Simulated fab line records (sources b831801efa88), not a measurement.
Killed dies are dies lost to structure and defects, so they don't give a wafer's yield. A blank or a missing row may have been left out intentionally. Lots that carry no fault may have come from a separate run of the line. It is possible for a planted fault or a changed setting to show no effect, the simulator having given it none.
fab line records :: flow sky130
record
  lots=5
  wafers=15
  last_day=50
route steps=708 shown LDD_N@241 LDD_P@255 LDD_HVN@267
lots with no fault: from the same line, run without faults
start_h: the number of hours between the record's first day and the start of the first shown wafer of the lot :: wait_h: how many hours have passed since the lot's step before this one :: " the same as in the row above :: L1.1+2: one row covering several wafers at once :: - no value, or no start given :: * or withheld: withheld :: < > ~ a bound
route shown NAME@n: names a module that has steps shown in the file, with the first one's number in the route :: usual: mean and standard deviation over wafers with no fault :: same: alike in all rows :: chamber/n: place in a boat :: sites: readings site by site :: _std_site: standard deviation of those values :: _edge_site: outer sites' mean less inner sites' :: radius_mm: how far each site lies from the wafer's centre :: mask NAME#n: copy n :: behind: tool/chamber where the wafer was last shaped :: hold: cause of the lot's hold/its duration in hours/its outcome :: device: which transistor (n, p or np) failed to switch :: end of line: the tests these same wafers got at the end of their route :: for a step that has no rows: nothing shown but its recipe :: killed: at the first sort, the dies lost to defects and structure; wafer yield is something else :: map: shows each die of a wafer: x if killed, . if not, _ if none is there
set.NAME: the setting that was run; set.NAME@STEP: the one run at that earlier step :: model.NAME: the simulator's own value behind a step, which no gauge read
a table for each step, a row for each wafer; lots at some steps of the route
services: from which hour (start_h, from the record's first day; less than 0 if before it) a tool's chamber was out of use, for how many hours, and why
## steps
# step SKY_LDD_N_EXPOSE_04
# recipe
  mask_id=NTM
  target_cd_nm=840
  na=0.6
  source_shape=conventional
  sigma_outer=0.6
  dose_mj=110
# step SKY_LDD_N_PEB_05
# recipe
  temp_c=withheld
  time_s=*
  resist=NOVOLAK
# step SKY_LDD_N_DEVELOP_06
# recipe
  develop_time_s=60
  dev_temp_c=23
# step SKY_LDD_N_OVL_MEAS_07
# usual
  LDD_N_OVL=1.2/1.2
lot.wafer: L628.1
tool: overlay-02
chamber: -
start_h: 429.17
wait_h: 0.1
LDD_N_OVL[nm]: 2.3

lot.wafer: L628.2
tool: overlay-02
chamber: -
start_h: 429.17
wait_h: 0.1
LDD_N_OVL[nm]: 2.1

lot.wafer: L628.6
tool: overlay-02
chamber: -
start_h: 429.17
wait_h: 0.1
LDD_N_OVL[nm]: 2.9

lot.wafer: L632.4
tool: overlay-02
chamber: -
start_h: 469.34
wait_h: 0.1
LDD_N_OVL[nm]: 1.9

lot.wafer: L632.5
tool: overlay-02
chamber: -
start_h: 469.34
wait_h: 0.1
LDD_N_OVL[nm]: 0.4

lot.wafer: L632.6
tool: overlay-02
chamber: -
start_h: 469.34
wait_h: 0.1
LDD_N_OVL[nm]: 0.5

lot.wafer: L634.2
tool: overlay-02
chamber: -
start_h: 478.15
wait_h: 0.1
LDD_N_OVL[nm]: 0.9

lot.wafer: L634.3
tool: overlay-02
chamber: -
start_h: 478.15
wait_h: 0.1
LDD_N_OVL[nm]: 0.0

lot.wafer: L634.5
tool: overlay-02
chamber: -
start_h: 478.15
wait_h: 0.1
LDD_N_OVL[nm]: 1.2

lot.wafer: L646.3
tool: overlay-01
chamber: -
start_h: 585.80
wait_h: 0.1
LDD_N_OVL[nm]: 1.9

lot.wafer: L646.4
tool: overlay-01
chamber: -
start_h: 585.80
wait_h: 0.1
LDD_N_OVL[nm]: 1.1

lot.wafer: L646.5
tool: overlay-01
chamber: -
start_h: 585.80
wait_h: 0.1
LDD_N_OVL[nm]: 3.6

lot.wafer: L647.2
tool: overlay-02
chamber: -
start_h: 600.24
wait_h: 0.1
LDD_N_OVL[nm]: -0.2

lot.wafer: L647.4
tool: overlay-02
chamber: -
start_h: 600.24
wait_h: 0.1
LDD_N_OVL[nm]: 0.3

lot.wafer: L647.6
tool: overlay-02
chamber: -
start_h: 600.24
wait_h: 0.1
LDD_N_OVL[nm]: 1.8
# step SKY_LDD_N_IMPLANT_08
# recipe
  species=As
  energy_kev=20
  dose_cm2=7.5e+13
  tilt_deg=withheld
  rotation_deg=23
# step SKY_LDD_N_IMPLANT_09
# recipe
  species=As
  energy_kev=20
  dose_cm2=7.5e+13
  tilt_deg=withheld
  rotation_deg=113
# step SKY_LDD_N_IMPLANT_10
# recipe
  species=As
  energy_kev=20
  dose_cm2=7.5e+13
  tilt_deg=withheld
  rotation_deg=203
# step SKY_LDD_N_IMPLANT_11
# recipe
  species=As
  energy_kev=20
  dose_cm2=7.5e+13
  tilt_deg=withheld
  rotation_deg=293
# step SKY_LDD_N_IMPLANT_12
# recipe
  species=BF2
  energy_kev=50
  dose_cm2=5e+12
  tilt_deg=30
  rotation_deg=0
# step SKY_LDD_N_IMPLANT_13
# recipe
  species=BF2
  energy_kev=50
  dose_cm2=5e+12
  tilt_deg=30
  rotation_deg=90
# step SKY_LDD_N_IMPLANT_14
# recipe
  species=BF2
  energy_kev=50
  dose_cm2=5e+12
  tilt_deg=30
  rotation_deg=180
# step SKY_LDD_N_IMPLANT_15
# recipe
  species=BF2
  energy_kev=50
  dose_cm2=5e+12
  tilt_deg=30
  rotation_deg=270
# step SKY_LDD_N_STRIP_16
# recipe
  chemistry=O2/N2
  power_w=1400
  pressure_mtorr=1500
  platen_temp_c=withheld
  o2_flow_sccm=3000
  n2_flow_sccm=300
  overash_fraction=0.5
# usual
  drypump_motor_current_A=6.2/0.63
  oes_product_au=0.406/0.005
  strip_time_to_endpoint_s=4.317/0.016
lot.wafer: L628.1
tool: plasma_asher-02
chamber: 0
start_h: 430.41
wait_h: 0.1
drypump_motor_current_A: 4.8
oes_product_au: 0.401
rf_hours_counter_h: 63
strip_time_to_endpoint_s: 4.290
model.NOVOLAK_of_LDD_N_COAT_02.thk_nm: 0

lot.wafer: L628.2
tool: plasma_asher-02
chamber: 1
start_h: 430.41
wait_h: 0.1
drypump_motor_current_A: 5.0
oes_product_au: 0.408
rf_hours_counter_h: 63
strip_time_to_endpoint_s: 4.303
model.NOVOLAK_of_LDD_N_COAT_02.thk_nm: 0

lot.wafer: L628.6
tool: plasma_asher-02
chamber: 1
start_h: 430.41
wait_h: 0.1
drypump_motor_current_A: 5.1
oes_product_au: 0.413
rf_hours_counter_h: -
strip_time_to_endpoint_s: 4.309
model.NOVOLAK_of_LDD_N_COAT_02.thk_nm: 0

lot.wafer: L632.4
tool: plasma_asher-03
chamber: 1
start_h: 470.59
wait_h: 0.1
drypump_motor_current_A: 6.7
oes_product_au: 0.406
rf_hours_counter_h: -
strip_time_to_endpoint_s: 4.308
model.NOVOLAK_of_LDD_N_COAT_02.thk_nm: 0

lot.wafer: L632.5
tool: plasma_asher-03
chamber: 1
start_h: 470.59
wait_h: 0.1
drypump_motor_current_A: 6.7
oes_product_au: 0.406
rf_hours_counter_h: -
strip_time_to_endpoint_s: 4.339
model.NOVOLAK_of_LDD_N_COAT_02.thk_nm: 0

lot.wafer: L632.6
tool: plasma_asher-03
chamber: 0
start_h: 470.59
wait_h: 0.1
drypump_motor_current_A: 6.5
oes_product_au: 0.409
rf_hours_counter_h: -
strip_time_to_endpoint_s: 4.305
model.NOVOLAK_of_LDD_N_COAT_02.thk_nm: 0

lot.wafer: L634.2
tool: plasma_asher-03
chamber: 1
start_h: 479.38
wait_h: 0.1
drypump_motor_current_A: 6.7
oes_product_au: 0.914
rf_hours_counter_h: 78
strip_time_to_endpoint_s: -
model.NOVOLAK_of_LDD_N_COAT_02.thk_nm: 105.4

lot.wafer: L634.3
tool: plasma_asher-03
chamber: 1
start_h: 479.38
wait_h: 0.1
drypump_motor_current_A: 6.7
oes_product_au: 0.885
rf_hours_counter_h: -
strip_time_to_endpoint_s: -
model.NOVOLAK_of_LDD_N_COAT_02.thk_nm: 104.4

lot.wafer: L634.5
tool: plasma_asher-03
chamber: 1
start_h: 479.38
wait_h: 0.1
drypump_motor_current_A: 6.7
oes_product_au: 0.917
rf_hours_counter_h: -
strip_time_to_endpoint_s: -
model.NOVOLAK_of_LDD_N_COAT_02.thk_nm: 104

lot.wafer: L646.3
tool: plasma_asher-02
chamber: 0
start_h: 587.06
wait_h: 0.1
drypump_motor_current_A: 4.8
oes_product_au: 0.400
rf_hours_counter_h: -
strip_time_to_endpoint_s: 4.321
model.NOVOLAK_of_LDD_N_COAT_02.thk_nm: 0

lot.wafer: L646.4
tool: plasma_asher-02
chamber: 1
start_h: 587.06
wait_h: 0.1
drypump_motor_current_A: 5.1
oes_product_au: 0.408
rf_hours_counter_h: -
strip_time_to_endpoint_s: 4.301
model.NOVOLAK_of_LDD_N_COAT_02.thk_nm: 0

lot.wafer: L646.5
tool: plasma_asher-02
chamber: 1
start_h: 587.06
wait_h: 0.1
drypump_motor_current_A: 5.1
oes_product_au: 0.410
rf_hours_counter_h: -
strip_time_to_endpoint_s: 4.319
model.NOVOLAK_of_LDD_N_COAT_02.thk_nm: 0

lot.wafer: L647.2
tool: plasma_asher-02
chamber: 1
start_h: 601.47
wait_h: 0.1
drypump_motor_current_A: 5.0
oes_product_au: 0.405
rf_hours_counter_h: 80
strip_time_to_endpoint_s: 4.348
model.NOVOLAK_of_LDD_N_COAT_02.thk_nm: 0

lot.wafer: L647.4
tool: plasma_asher-02
chamber: 0
start_h: 601.47
wait_h: 0.1
drypump_motor_current_A: 4.8
oes_product_au: 0.398
rf_hours_counter_h: -
strip_time_to_endpoint_s: 4.351
model.NOVOLAK_of_LDD_N_COAT_02.thk_nm: 0

lot.wafer: L647.6
tool: plasma_asher-02
chamber: 0
start_h: 601.47
wait_h: 0.1
drypump_motor_current_A: 4.8
oes_product_au: 0.415
rf_hours_counter_h: -
strip_time_to_endpoint_s: 4.336
model.NOVOLAK_of_LDD_N_COAT_02.thk_nm: 0
# step SKY_LDD_N_TW_MEAS_17
# usual
  LDD_N_TW=2597/27
lot.wafer: L628.1
tool: film_metro-01
chamber: -
start_h: 430.51
wait_h: 0.1
LDD_N_TW: 2626

lot.wafer: L628.2
tool: film_metro-01
chamber: -
start_h: 430.51
wait_h: 0.1
LDD_N_TW: 2625

lot.wafer: L628.6
tool: film_metro-01
chamber: -
start_h: 430.51
wait_h: 0.1
LDD_N_TW: 2642

lot.wafer: L632.4
tool: film_metro-02
chamber: -
start_h: 470.69
wait_h: 0.1
LDD_N_TW: 2584

lot.wafer: L632.5
tool: film_metro-02
chamber: -
start_h: 470.69
wait_h: 0.1
LDD_N_TW: 2598

lot.wafer: L632.6
tool: film_metro-02
chamber: -
start_h: 470.69
wait_h: 0.1
LDD_N_TW: 2585

lot.wafer: L634.2
tool: film_metro-02
chamber: -
start_h: 479.49
wait_h: 0.1
LDD_N_TW: 2578

lot.wafer: L634.3
tool: film_metro-02
chamber: -
start_h: 479.49
wait_h: 0.1
LDD_N_TW: 2574

lot.wafer: L634.5
tool: film_metro-02
chamber: -
start_h: 479.49
wait_h: 0.1
LDD_N_TW: 2583

lot.wafer: L646.3
tool: film_metro-01
chamber: -
start_h: 587.15
wait_h: 0.1
LDD_N_TW: 2622

lot.wafer: L646.4
tool: film_metro-01
chamber: -
start_h: 587.15
wait_h: 0.1
LDD_N_TW: 2627

lot.wafer: L646.5
tool: film_metro-01
chamber: -
start_h: 587.15
wait_h: 0.1
LDD_N_TW: 2647

lot.wafer: L647.2
tool: film_metro-03
chamber: -
start_h: 601.58
wait_h: 0.1
LDD_N_TW: 2569

lot.wafer: L647.4
tool: film_metro-03
chamber: -
start_h: 601.58
wait_h: 0.1
LDD_N_TW: 2584

lot.wafer: L647.6
tool: film_metro-03
chamber: -
start_h: 601.58
wait_h: 0.1
LDD_N_TW: 2568
# step SKY_LDD_P_DEHYDRATE_00
# recipe
  temp_c=200
  time_s=60
# step SKY_LDD_P_HMDS_01
# recipe
  prime_time_s=60
  prime_temp_c=120
# step SKY_LDD_P_COAT_02
# recipe
  resist=NOVOLAK
  spin_rpm=3000
  resist_thk_nm=1140
# step SKY_LDD_P_SOFTBAKE_03
# recipe
  temp_c=90
  time_s=60
  resist=NOVOLAK
# step SKY_LDD_P_EXPOSE_04
# recipe
  mask_id=PSDM
  na=0.6
  source_shape=conventional
  sigma_outer=0.6
  polarization=unpolarized
  target_cd_nm=380
  dose_mj=138
# step SKY_LDD_P_PEB_05
# recipe
  temp_c=withheld
  time_s=*
  resist=NOVOLAK
# step SKY_LDD_P_DEVELOP_06
# recipe
  resist=NOVOLAK
  developer=TMAH
  develop_time_s=60
  dev_temp_c=23
# step SKY_LDD_P_CD_MEAS_07
# recipe
  target_cd_nm=380
# usual
  cd_nm=379.5/2.6
lot.wafer: L628.1
tool: cd_sem-02
chamber: -
start_h: 461.52
wait_h: 0.1
cd_nm: 379.8

lot.wafer: L628.2
tool: cd_sem-02
chamber: -
start_h: 461.52
wait_h: 0.1
cd_nm: 378.3

lot.wafer: L628.6
tool: cd_sem-02
chamber: -
start_h: 461.52
wait_h: 0.1
cd_nm: 380.2

lot.wafer: L632.4
tool: cd_sem-02
chamber: -
start_h: 500.17
wait_h: 0.1
cd_nm: 376.7

lot.wafer: L632.5
tool: cd_sem-02
chamber: -
start_h: 500.17
wait_h: 0.1
cd_nm: 377.2

lot.wafer: L632.6
tool: cd_sem-02
chamber: -
start_h: 500.17
wait_h: 0.1
cd_nm: 376.0

lot.wafer: L634.2
tool: cd_sem-02
chamber: -
start_h: 509.90
wait_h: 0.1
cd_nm: 375.7

lot.wafer: L634.3
tool: cd_sem-02
chamber: -
start_h: 509.90
wait_h: 0.1
cd_nm: 377.9

lot.wafer: L634.5
tool: cd_sem-02
chamber: -
start_h: 509.90
wait_h: 0.1
cd_nm: 374.7

lot.wafer: L646.3
tool: cd_sem-01
chamber: -
start_h: 616.76
wait_h: 0.1
cd_nm: 380.2

lot.wafer: L646.4
tool: cd_sem-01
chamber: -
start_h: 616.76
wait_h: 0.1
cd_nm: 380.3

lot.wafer: L646.5
tool: cd_sem-01
chamber: -
start_h: 616.76
wait_h: 0.1
cd_nm: 378.6

lot.wafer: L647.2
tool: cd_sem-02
chamber: -
start_h: 630.85
wait_h: 0.1
cd_nm: 377.7

lot.wafer: L647.4
tool: cd_sem-02
chamber: -
start_h: 630.85
wait_h: 0.1
cd_nm: 379.7

lot.wafer: L647.6
tool: cd_sem-02
chamber: -
start_h: 630.85
wait_h: 0.1
cd_nm: 377.7
# step SKY_LDD_P_OVL_MEAS_08
# usual
  LDD_P_OVL=-0.3/1.3
lot.wafer: L628.1
tool: overlay-01
chamber: -
start_h: 461.64
wait_h: 0.1
LDD_P_OVL[nm]: 0.0

lot.wafer: L628.2
tool: overlay-01
chamber: -
start_h: 461.64
wait_h: 0.1
LDD_P_OVL[nm]: 1.1

lot.wafer: L628.6
tool: overlay-01
chamber: -
start_h: 461.64
wait_h: 0.1
LDD_P_OVL[nm]: 0.6

lot.wafer: L632.4
tool: overlay-01
chamber: -
start_h: 500.25
wait_h: 0.1
LDD_P_OVL[nm]: -2.2

lot.wafer: L632.5
tool: overlay-01
chamber: -
start_h: 500.25
wait_h: 0.1
LDD_P_OVL[nm]: 1.3

lot.wafer: L632.6
tool: overlay-01
chamber: -
start_h: 500.25
wait_h: 0.1
LDD_P_OVL[nm]: -0.1

lot.wafer: L634.2
tool: overlay-02
chamber: -
start_h: 510.01
wait_h: 0.1
LDD_P_OVL[nm]: 1.6

lot.wafer: L634.3
tool: overlay-02
chamber: -
start_h: 510.01
wait_h: 0.1
LDD_P_OVL[nm]: -0.3

lot.wafer: L634.5
tool: overlay-02
chamber: -
start_h: 510.01
wait_h: 0.1
LDD_P_OVL[nm]: -0.3

lot.wafer: L646.3
tool: overlay-02
chamber: -
start_h: 616.86
wait_h: 0.1
LDD_P_OVL[nm]: -0.9

lot.wafer: L646.4
tool: overlay-02
chamber: -
start_h: 616.86
wait_h: 0.1
LDD_P_OVL[nm]: -0.6

lot.wafer: L646.5
tool: overlay-02
chamber: -
start_h: 616.86
wait_h: 0.1
LDD_P_OVL[nm]: -2.5

lot.wafer: L647.2
tool: overlay-01
chamber: -
start_h: 630.96
wait_h: 0.1
LDD_P_OVL[nm]: 0.1

lot.wafer: L647.4
tool: overlay-01
chamber: -
start_h: 630.96
wait_h: 0.1
LDD_P_OVL[nm]: -0.6

lot.wafer: L647.6
tool: overlay-01
chamber: -
start_h: 630.96
wait_h: 0.1
LDD_P_OVL[nm]: 0.2
# step SKY_LDD_P_IMPLANT_09
# recipe
  species=BF2
  energy_kev=25
  dose_cm2=1e+13
  tilt_deg=withheld
# step SKY_LDD_P_STRIP_10
# recipe
  chemistry=O2/N2
  power_w=1400
  pressure_mtorr=1500
  platen_temp_c=withheld
  o2_flow_sccm=3000
  n2_flow_sccm=300
  overash_fraction=0.5
# usual
  drypump_motor_current_A=5.6/0.82
  oes_product_au=0.715/0.0046
  strip_time_to_endpoint_s=14.19/0.039
lot.wafer: L628.1
tool: plasma_asher-03
chamber: 1
start_h: 461.83
wait_h: 0.1
drypump_motor_current_A: 6.7
oes_product_au: 0.712
rf_hours_counter_h: 77
strip_time_to_endpoint_s: 14.29

lot.wafer: L628.2
tool: plasma_asher-03
chamber: 0
start_h: 461.83
wait_h: 0.1
drypump_motor_current_A: 6.5
oes_product_au: 0.709
rf_hours_counter_h: 77
strip_time_to_endpoint_s: 14.23

lot.wafer: L628.6
tool: plasma_asher-03
chamber: 0
start_h: 461.83
wait_h: 0.1
drypump_motor_current_A: 6.5
oes_product_au: 0.712
rf_hours_counter_h: -
strip_time_to_endpoint_s: 14.28

lot.wafer: L632.4
tool: plasma_asher-04
chamber: 0
start_h: 500.45
wait_h: 0.1
drypump_motor_current_A: 6.3
oes_product_au: 0.725
rf_hours_counter_h: -
strip_time_to_endpoint_s: 14.24

lot.wafer: L632.5
tool: plasma_asher-04
chamber: 1
start_h: 500.45
wait_h: 0.1
drypump_motor_current_A: 4.7
oes_product_au: 0.711
rf_hours_counter_h: -
strip_time_to_endpoint_s: 14.22

lot.wafer: L632.6
tool: plasma_asher-04
chamber: 0
start_h: 500.45
wait_h: 0.1
drypump_motor_current_A: 6.3
oes_product_au: 0.708
rf_hours_counter_h: -
strip_time_to_endpoint_s: 14.20

lot.wafer: L634.2
tool: plasma_asher-03
chamber: 1
start_h: 510.19
wait_h: 0.1
drypump_motor_current_A: 6.7
oes_product_au: 0.713
rf_hours_counter_h: 82
strip_time_to_endpoint_s: 15.78

lot.wafer: L634.3
tool: plasma_asher-03
chamber: 1
start_h: 510.19
wait_h: 0.1
drypump_motor_current_A: 6.7
oes_product_au: 0.718
rf_hours_counter_h: -
strip_time_to_endpoint_s: 15.83

lot.wafer: L634.5
tool: plasma_asher-03
chamber: 1
start_h: 510.19
wait_h: 0.1
drypump_motor_current_A: 6.7
oes_product_au: 0.715
rf_hours_counter_h: -
strip_time_to_endpoint_s: 15.76

lot.wafer: L646.3
tool: plasma_asher-04
chamber: 0
start_h: 617.06
wait_h: 0.1
drypump_motor_current_A: 6.4
oes_product_au: 0.718
rf_hours_counter_h: -
strip_time_to_endpoint_s: 14.21

lot.wafer: L646.4
tool: plasma_asher-04
chamber: 1
start_h: 617.06
wait_h: 0.1
drypump_motor_current_A: 4.7
oes_product_au: 0.715
rf_hours_counter_h: -
strip_time_to_endpoint_s: 14.22

lot.wafer: L646.5
tool: plasma_asher-04
chamber: 0
start_h: 617.06
wait_h: 0.1
drypump_motor_current_A: 6.4
oes_product_au: 0.718
rf_hours_counter_h: -
strip_time_to_endpoint_s: 14.13

lot.wafer: L647.2
tool: plasma_asher-04
chamber: 1
start_h: 631.14
wait_h: 0.1
drypump_motor_current_A: 4.8
oes_product_au: 0.709
rf_hours_counter_h: 49
strip_time_to_endpoint_s: 14.18

lot.wafer: L647.4
tool: plasma_asher-04
chamber: 0
start_h: 631.14
wait_h: 0.1
drypump_motor_current_A: 6.4
oes_product_au: 0.710
rf_hours_counter_h: -
strip_time_to_endpoint_s: 14.20

lot.wafer: L647.6
tool: plasma_asher-04
chamber: 0
start_h: 631.14
wait_h: 0.1
drypump_motor_current_A: 6.3
oes_product_au: 0.712
rf_hours_counter_h: -
strip_time_to_endpoint_s: 14.22
# step SKY_LDD_P_TW_MEAS_11
# usual
  LDD_P_TW=633/3.6
lot.wafer: L628.1
tool: film_metro-03
chamber: -
start_h: 462.04
wait_h: 0.2
LDD_P_TW: 627

lot.wafer: L628.2
tool: film_metro-03
chamber: -
start_h: 462.04
wait_h: 0.2
LDD_P_TW: 629

lot.wafer: L628.6
tool: film_metro-03
chamber: -
start_h: 462.04
wait_h: 0.2
LDD_P_TW: 627

lot.wafer: L632.4
tool: film_metro-02
chamber: -
start_h: 500.55
wait_h: 0.1
LDD_P_TW: 635

lot.wafer: L632.5
tool: film_metro-02
chamber: -
start_h: 500.55
wait_h: 0.1
LDD_P_TW: 633

lot.wafer: L632.6
tool: film_metro-02
chamber: -
start_h: 500.55
wait_h: 0.1
LDD_P_TW: 632

lot.wafer: L634.2
tool: film_metro-04
chamber: -
start_h: 510.30
wait_h: 0.1
LDD_P_TW: 30

lot.wafer: L634.3
tool: film_metro-04
chamber: -
start_h: 510.30
wait_h: 0.1
LDD_P_TW: 30

lot.wafer: L634.5
tool: film_metro-04
chamber: -
start_h: 510.30
wait_h: 0.1
LDD_P_TW: 30

lot.wafer: L646.3
tool: film_metro-03
chamber: -
start_h: 617.15
wait_h: 0.1
LDD_P_TW: 637

lot.wafer: L646.4
tool: film_metro-03
chamber: -
start_h: 617.15
wait_h: 0.1
LDD_P_TW: 632

lot.wafer: L646.5
tool: film_metro-03
chamber: -
start_h: 617.15
wait_h: 0.1
LDD_P_TW: 632

lot.wafer: L647.2
tool: film_metro-03
chamber: -
start_h: 631.25
wait_h: 0.1
LDD_P_TW: 626

lot.wafer: L647.4
tool: film_metro-03
chamber: -
start_h: 631.25
wait_h: 0.1
LDD_P_TW: 625

lot.wafer: L647.6
tool: film_metro-03
chamber: -
start_h: 631.25
wait_h: 0.1
LDD_P_TW: 628
# step SKY_LDD_HVN_DEHYDRATE_00
# recipe
  temp_c=200
  time_s=60
## services
tool: plasma_asher-04
chamber: -
start_h: 443.65
hours: 4.9
kind: repair

tool: plasma_asher-04
chamber: -
start_h: 479.68
hours: 7.1
kind: repair

tool: plasma_asher-02
chamber: -
start_h: 517.88
hours: 1.7
kind: repair

tool: plasma_asher-04
chamber: -
start_h: 565.34
hours: 2.8
kind: pm
## key
first_sign
  step=SKY_LDD_N_STRIP_16
  reading=oes_product_au
  direction=up
  sigmas=99+
  usual=0.406
  struck=0.905
effect
  step=SKY_LDD_P_STRIP_10
  reading=strip_time_to_endpoint_s
  direction=up
  sigmas=41
  usual=*
  struck=*
effect
  step=SKY_LDD_P_TW_MEAS_11
  reading=LDD_P_TW
  direction=down
  sigmas=99+
  usual=633
  struck=30
model_effect
  step=SKY_LDD_N_STRIP_16
  value=NOVOLAK_of_LDD_N_COAT_02.thk_nm
  without=0
  struck=104.6
met_at SKY_LDD_N_STRIP_16
struck_wafers L634.2,L634.3,L634.5
sort_left_out L634.2,L634.3,L634.5
tester_left_out L634
onset_between 470.59 479.38
fault
  kind=strip_aborted
  tool=plasma_asher-03
  chamber=-
  onset_h=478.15
  steps=SKY_LDD_N_STRIP_16
  offset=0.85387
  end_h=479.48
# tester_left_out: of these lots the tester's yield and bins aren't shown, on N5 and GAA mostly nor the transistor test; their killed dies are dies lost to structure and defects alone, not to doping, threshold or leakage, so they don't give the yield
# sort_left_out: the simulated sort isn't trusted on such a fault, so these wafers' sort isn't shown, and their yield isn't known
